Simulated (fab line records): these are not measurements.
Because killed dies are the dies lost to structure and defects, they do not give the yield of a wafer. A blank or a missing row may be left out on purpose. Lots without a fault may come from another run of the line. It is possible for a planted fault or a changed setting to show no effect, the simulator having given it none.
A struck lot beside a sound one / flow sky130 / 23 steps out of a route of 708
Sound: the wafers L594.2, L594.3, L594.4. Wafers struck: L602.2, L602.3, L602.4. At the end, the cause is stated.
At each step with rows: each side's tool, then ch and its chambers, then its first start. Under that, the readings that differ: sound wafers / struck wafers / difference of the means / sigmas: that difference in standard deviations of wafers without a fault.
alike: a reading whose means differ by less than 2 such deviations, as well as words and numbers matching on both sides. not compared: withheld readings; readings where some wafer has no value; bounds like >300 that might hide an equal value; numbers whose values overlap and for which the record gives no deviation.
Wherever a step has rows on one side only, a row that says differs or no value, or a row with sigmas, the two part there. Numbers that have no deviation but don't overlap get no sigmas and don't part them. A reading that every wafer of one side lacks parts them only if that side has two wafers or more.

first, 1 step without rows for these wafers: SKY_SONOS_ONO_DEVELOP_12 (develop time 60 s).
SKY_SONOS_ONO_CD_MEAS_13: the cd target is 410 nm.
  sound on cd sem-02, day 14 05:58; struck on cd sem-01, day 16 16:56
  alike: cd nm
SKY_SONOS_ONO_OVL_MEAS_14:
  sound on overlay-01, day 14 06:04; struck on overlay-02, day 16 17:02
  alike: SONOS_ONO_OVL
SKY_SONOS_ONO_ETCH_15: etches the open film in CHF3/O2, target depth 19.52 nm, time 7.8 s.
  sound on rie diel-04 ch 0,1,2, day 14 06:05; struck on rie diel-01 ch 1,2,3, day 16 17:04
  alike: drypump motor current A, oes product au, throttle valve pct
  not compared: rf hours counter h
then, 1 step without rows for these wafers: SKY_SONOS_ONO_WET_ETCH_16 (etches SiO2 in dHF, target depth 14 nm, time 280 s).
SKY_SONOS_ONO_STRIP_17: strips in O2/N2.
  sound on plasma asher-03 ch 0,1, day 14 06:12; struck on plasma asher-04 ch 0,1, day 16 17:11
  alike: drypump motor current A, n2 flow sccm, oes product au, strip time to endpoint s
  not compared: rf hours counter h
then, 3 steps without rows for these wafers: SKY_SONOS_ONO_WET_ETCH_18 (etches Si3N4 in H3PO4, target depth 15 nm, time 172 s); SKY_GATE_OXIDE_CLEAN_00 (cleans in SC1/SC2, time 150 s); SKY_GATE_OXIDE_OXIDATION_01 (stabilise 600 s, purge 300 s, target thk 10.268 nm).
SKY_GATE_OXIDE_THK_MEAS_02:
  sound on film metro-01, day 14 10:23; struck on film metro-04, day 16 18:49
  alike: GATE_OXIDE_OXIDATION_00_THK
then, 2 steps without rows for these wafers: SKY_GATE_OXIDE_DEHYDRATE_03 (time 60 s); SKY_GATE_OXIDE_HMDS_04 (prime time 60 s).
SKY_GATE_OXIDE_COAT_05: resist thk 1140 nm.
  sound on litho track-03 ch 0, day 14 23:06; struck on litho track-03 ch 0, day 17 09:36
reading=model.NOVOLAK_of_GATE_OXIDE_COAT_05.thk nm (nm); sound=1143 1142 1141; struck=716.9 717.2 715.9; difference=-425.3; sigmas=
then, 3 steps without rows for these wafers: SKY_GATE_OXIDE_SOFTBAKE_06 (time 60 s); SKY_GATE_OXIDE_EXPOSE_07 (exposes mask LVOM, target cd 600 nm); SKY_GATE_OXIDE_PEB_08.
SKY_GATE_OXIDE_DEVELOP_09: develop time 60 s.
  sound on litho track-02 ch 0, day 15 12:04; struck on litho track-03 ch 0, day 18 00:03
reading=model.NOVOLAK_of_GATE_OXIDE_COAT_05.thk nm (nm); sound=1143 1142 1141; struck=716.4 716.8 715.5; difference=-425.8; sigmas=
SKY_GATE_OXIDE_OVL_MEAS_10:
  sound on overlay-01, day 15 12:12; struck on overlay-01, day 18 00:11
reading=GATE_OXIDE_OVL (nm); sound=-2.7 -3.3 -0.6; struck=0.3 3.0 2.2; difference=+4.0; sigmas=+3
then, 2 steps without rows for these wafers: SKY_GATE_OXIDE_IMPLANT_11; SKY_GATE_OXIDE_WET_ETCH_12 (etches SiO2 in dHF, target depth 16.8 nm, time 336 s).
SKY_GATE_OXIDE_STRIP_13: strips in O2/N2.
  sound on plasma asher-03 ch 0,1, day 15 12:29; struck on plasma asher-04 ch 0,1, day 18 00:28
reading=oes product au (a.u.); sound=0.713 0.717 0.709; struck=0.616 0.617 0.615; difference=-0.097; sigmas=-21
reading=strip time to endpoint s (s); sound=14.22 14.20 14.20; struck=9.31 9.30 9.30; difference=-4.90; sigmas=-99 or more
  alike: drypump motor current A, n2 flow sccm
  not compared: rf hours counter h
SKY_GATE_OXIDE_TW_MEAS_14:
  sound on film metro-03, day 15 12:35; struck on film metro-01, day 18 00:34
reading=GATE_OXIDE_TW; sound=227.0 225.5 225.8; struck=222.3 220.8 221.6; difference=-4.5; sigmas=-2
-- record jumps: 31 days separate the struck wafers' starts on either side; left off in module GATE_OXIDE, taken up again in module PAD_OPEN, whose first shown step is the route's number 708 --
SKY_PAD_OPEN_PROBE_99:
  only the struck wafers here have rows in the record (prober-02, day 49 00:12); the sound ones have none

## WHERE THEY PART
First at SKY_GATE_OXIDE_OVL_MEAS_10; last, within this record, at SKY_PAD_OPEN_PROBE_99.

WHY: what the simulator had put in
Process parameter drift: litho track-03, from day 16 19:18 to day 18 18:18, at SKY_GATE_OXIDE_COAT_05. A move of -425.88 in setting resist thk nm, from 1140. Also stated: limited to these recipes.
